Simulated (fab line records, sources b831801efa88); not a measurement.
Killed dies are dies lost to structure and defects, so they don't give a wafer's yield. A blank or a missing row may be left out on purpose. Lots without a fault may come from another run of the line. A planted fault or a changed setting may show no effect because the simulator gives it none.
Which tool did it? | flow sfq_line | 15 lots, 45 wafers sampled, at 1 step of a route of 325

WHAT THE GAUGES READ, wafer by wafer
The record holds no reading of a measuring or inspecting step that can be judged against a usual standard deviation.

WHICH TOOL RAN EACH LOT (tool, then ch and the chambers of the sampled wafers, then the start)
lot  | SFQ_TRILAYER_I2_VIA_LITHO_PEB_070
L143 | litho_track-04 ch 0, day 30 05:00
L144 | litho_track-03 ch 0, day 30 16:55
L145 | litho_track-03 ch 0, day 33 09:53
L147 | litho_track-02 ch 0, day 33 14:44
L148 | litho_track-03 ch 0, day 33 19:32
L151 | litho_track-02 ch 0, day 40 02:55
L152 | litho_track-02 ch 0, day 40 10:13
L153 | litho_track-03 ch 0, day 41 04:13
L154 | litho_track-04 ch 0, day 41 12:38
L160 | litho_track-03 ch 0, day 43 13:58
L161 | litho_track-03 ch 0, day 43 22:29
L162 | litho_track-02 ch 0, day 44 05:44
L163 | litho_track-03 ch 0, day 44 14:05
L164 | litho_track-02 ch 0, day 45 00:55
L165 | litho_track-04 ch 0, day 45 11:43
- SFQ_TRILAYER_I2_VIA_LITHO_PEB_070: peb time 60 s.

WHAT THE TOOLS THEMSELVES READ (means of the sampled wafers that have a number; where no wafer has one, the mark that the record gives instead)
SFQ_TRILAYER_I2_VIA_LITHO_PEB_070.
lot  | tool           | heater_power_total_W (W) | plate_temp_C (C) | resist_line_temp_C (C)
L143 | litho_track-04 | 79.19                    | 114.97           | 22.91
L144 | litho_track-03 | 79.20                    | 115.06           | 22.89
L145 | litho_track-03 | 79.09                    | 114.94           | 23.00
L147 | litho_track-02 | 79.16                    | 114.87           | 22.96
L148 | litho_track-03 | 79.19                    | 115.09           | 22.99
L151 | litho_track-02 | 79.12                    | 114.99           | 23.05
L152 | litho_track-02 | 79.12                    | 114.91           | 22.95
L153 | litho_track-03 | 79.16                    | 115.24           | 23.00
L154 | litho_track-04 | 79.15                    | 115.01           | 23.04
L160 | litho_track-03 | 74.85                    | 110.19           | 23.02
L161 | litho_track-03 | 74.76                    | 110.25           | 23.08
L162 | litho_track-02 | 79.13                    | 115.00           | 23.04
L163 | litho_track-03 | 74.80                    | 110.23           | 22.88
L164 | litho_track-02 | 79.17                    | 115.14           | 23.04
L165 | litho_track-04 | 79.12                    | 114.92           | 23.03

THE ANSWER, worked out from the rows above alone
Rule: what is usual is taken from the lots themselves. Put in order of their means at a reading, lots are off if they are a third of the lots or fewer, leave a main group of 4 or more, and stand apart from it by a gap of 3 or more times the standard deviation of the main group's means; of several such gaps the widest counts. A main group whose means are all the same, to the digits that the tables above print for the reading, isn't used. A lot without any number at a reading at which 4 lots or more have one is off too. The other lots that the step has rows for count as sound. The gauges are gone through in route order, then the tools' own readings, and for those a lot's mean is taken as printed above. The first step at which some lot is off is used, and at that step the reading that is off furthest; a lot without a number counts as furthest.
Off: L160, L161, L163, at SFQ_TRILAYER_I2_VIA_LITHO_PEB_070 (heater_power_total_W). The main group: mean 79.15 W, standard deviation 0.033.
A tool fits if, at that step or a process step before it, it ran every lot that is off, and no sound lot after the first of them. One fits: litho_track-03 at SFQ_TRILAYER_I2_VIA_LITHO_PEB_070. Its last sound lot is L153 (day 41 04:13), its first lot that is off L160 (day 43 13:58): a fault that began between those two fits.
The tool's own readings at SFQ_TRILAYER_I2_VIA_LITHO_PEB_070 bear it out: on the lots that are off they differ by more than 5 times the standard deviation of the sound lots' means. heater_power_total_W reads 74.80 W there against 79.15 W on the sound lots; plate_temp_C reads 110.22 C there against 115.01 C on the sound lots.

WHAT THE SIMULATOR HAD PUT IN
Process parameter drift: litho_track-03, from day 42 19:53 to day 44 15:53, at SFQ_TRILAYER_I2_VIA_LITHO_PEB_070. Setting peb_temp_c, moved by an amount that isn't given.
Lots struck among those shown: L160, L161, L163. The rule above found the same.
